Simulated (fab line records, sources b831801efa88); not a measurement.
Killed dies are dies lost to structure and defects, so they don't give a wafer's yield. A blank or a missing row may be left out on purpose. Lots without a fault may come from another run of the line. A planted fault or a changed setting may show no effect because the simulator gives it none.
A struck lot beside a sound one | flow sky130 | 21 steps out of a route of 708
Sound: wafers L658.3, L658.4, L658.5. Struck: wafers L672.3, L672.4. (L672.1 of the same lot was not struck and is left out.) The cause comes at the end.
At each step with rows: each side's tool, then ch and its chambers, then its first start. Under that, the readings that differ: sound wafers | struck wafers | difference of the means | sigmas: that difference in standard deviations of wafers without a fault.
alike: readings whose means differ by less than 2 such deviations, and words and numbers that are the same on both sides. not compared: withheld readings, readings that some wafer has no value for, bounds like >300 that may hide the same value, and numbers for which the record gives no deviation and whose values overlap.
The two part at a step that has a row with sigmas, a row that says differs or no value, or rows on one side only. Numbers that don't overlap but have no deviation are shown without sigmas and don't part them. A reading that every wafer of one side lacks parts them only if that side has two wafers or more.

first, 4 steps without rows for these wafers: SKY_METAL2_STRIP_21 (strips in post etch residue remover, time 1200 s); SKY_METAL2_CLEAN_22 (cleans in IPA, time 180 s); SKY_METAL2_CLEAN_23 (cleans in O3/DIW); SKY_VIA2_HDPCVD_00 (deposits SiO2, target thk 1180 nm, time 196.7 s).
SKY_VIA2_THK_MEAS_01:
  sound on film_metro-01, day 35 09:37; struck on film_metro-03, day 39 19:42
  alike: VIA2_HDPCVD_THK
SKY_VIA2_CMP_02: polishes SiO2.
  sound on cmp-01 ch 1,2, day 35 09:40; struck on cmp-01 ch 2,3, day 39 19:46
  reading                    | sound             | struck      | difference | sigmas
  slurry_filter_dp_kPa (kPa) | 13.53 13.70 13.45 | 13.24 13.22 | -0.33      | -3
  alike: motor_current_A
SKY_VIA2_BOW_MEAS_03:
  sound on film_metro-02, day 35 10:00; struck on film_metro-03, day 39 20:04
  reading       | sound    | struck | difference | sigmas
  VIA2_BOW (um) | 98 89 89 | 70 77  | -18        | -2
then, 5 steps without rows for these wafers: SKY_VIA2_DEHYDRATE_04 (time 60 s); SKY_VIA2_HMDS_05 (prime time 60 s); SKY_VIA2_COAT_06 (resist thk 60 nm); SKY_VIA2_COAT_07 (resist thk 450 nm); SKY_VIA2_SOFTBAKE_08 (time 90 s).
SKY_VIA2_EXPOSE_09: exposes mask VIM2, target cd 200 nm.
  sound on krf_scanner-01 ch 0, day 36 00:22; struck on krf_scanner-01 ch 0, day 40 08:46
  alike: mask
then, 2 steps without rows for these wafers: SKY_VIA2_PEB_10; SKY_VIA2_DEVELOP_11 (develop time 60 s).
SKY_VIA2_CD_MEAS_12: target cd 200 nm.
  sound on cd_sem-01, day 36 12:35; struck on cd_sem-01, day 40 20:22
  reading    | sound             | struck      | difference | sigmas
  cd_nm (nm) | 199.4 200.4 199.5 | 184.8 183.1 | -15.8      | -11
SKY_VIA2_OVL_MEAS_13:
  sound on overlay-02, day 36 12:41; struck on overlay-01, day 40 20:29
  reading       | sound    | struck | difference | sigmas
  VIA2_OVL (nm) | -2 -2 -7 | 7 4    | +9         | +2
SKY_VIA2_ETCH_14: etches BARC in N2/H2, stops on SiO2, time 45.9 s, target depth 60 nm.
  sound on rie_diel-01 ch 0,2,3, day 36 12:42; struck on rie_diel-02 ch 2, day 40 20:31
  reading               | sound             | struck      | difference | sigmas
  model.VIA2.cd_nm (nm) | 200.3 198.4 197.5 | 185.6 184.1 | -13.9      |
  alike: drypump_motor_current_A, oes_product_au, throttle_valve_pct
  not compared: rf_hours_counter_h
SKY_VIA2_ETCH_15: etches SiO2 in C4F8/O2/Ar, stops on TiN, target depth 546 nm, time 84 s.
  sound on rie_diel-01 ch 0,2,3, day 36 12:44; struck on rie_diel-02 ch 2, day 40 20:34
  reading               | sound             | struck      | difference | sigmas
  model.VIA2.cd_nm (nm) | 202.7 194.8 193.2 | 184.4 184.2 | -12.6      |
  alike: oes_product_au
  not compared: rf_hours_counter_h
SKY_VIA2_STRIP_16: strips in O2/N2.
  sound on plasma_asher-02 ch 0,1, day 36 12:50; struck on plasma_asher-03 ch 0,1, day 40 20:37
  alike: drypump_motor_current_A, oes_product_au, strip_time_to_endpoint_s
  not compared: rf_hours_counter_h
-- the record jumps here: 8 days lie between the struck wafers' starts before and after (it left off in module VIA2 and takes up again in module PAD_OPEN, whose first step shown is number 708 of the route) --
SKY_PAD_OPEN_PROBE_99:
  sound on prober-01, day 45 22:11; struck on prober-01, day 49 07:44
  reading                       | sound             | struck      | difference | sigmas
  killed_at_M4_up               | 1 3 2             | 8 3         | +4         | +2
  model.etest.via2_chain.rc_ohm | 9.784 10.68 10.76 | 11.38 11.64 | +1.10      |
  alike: defect_limited_yield, killed_at_M0_to_M3, killed_at_contacts, killed_at_front_end, killed_at_other, killed_dies, killed_open, killed_short, sort_bin_3_pad_short, sort_bin_5_function, sort_bin_6_memory, sort_n_pass, sort_yield_pct

WHERE THEY PART
First at SKY_VIA2_CMP_02; last, within this record, at SKY_PAD_OPEN_PROBE_99.

WHY: what the simulator had put in
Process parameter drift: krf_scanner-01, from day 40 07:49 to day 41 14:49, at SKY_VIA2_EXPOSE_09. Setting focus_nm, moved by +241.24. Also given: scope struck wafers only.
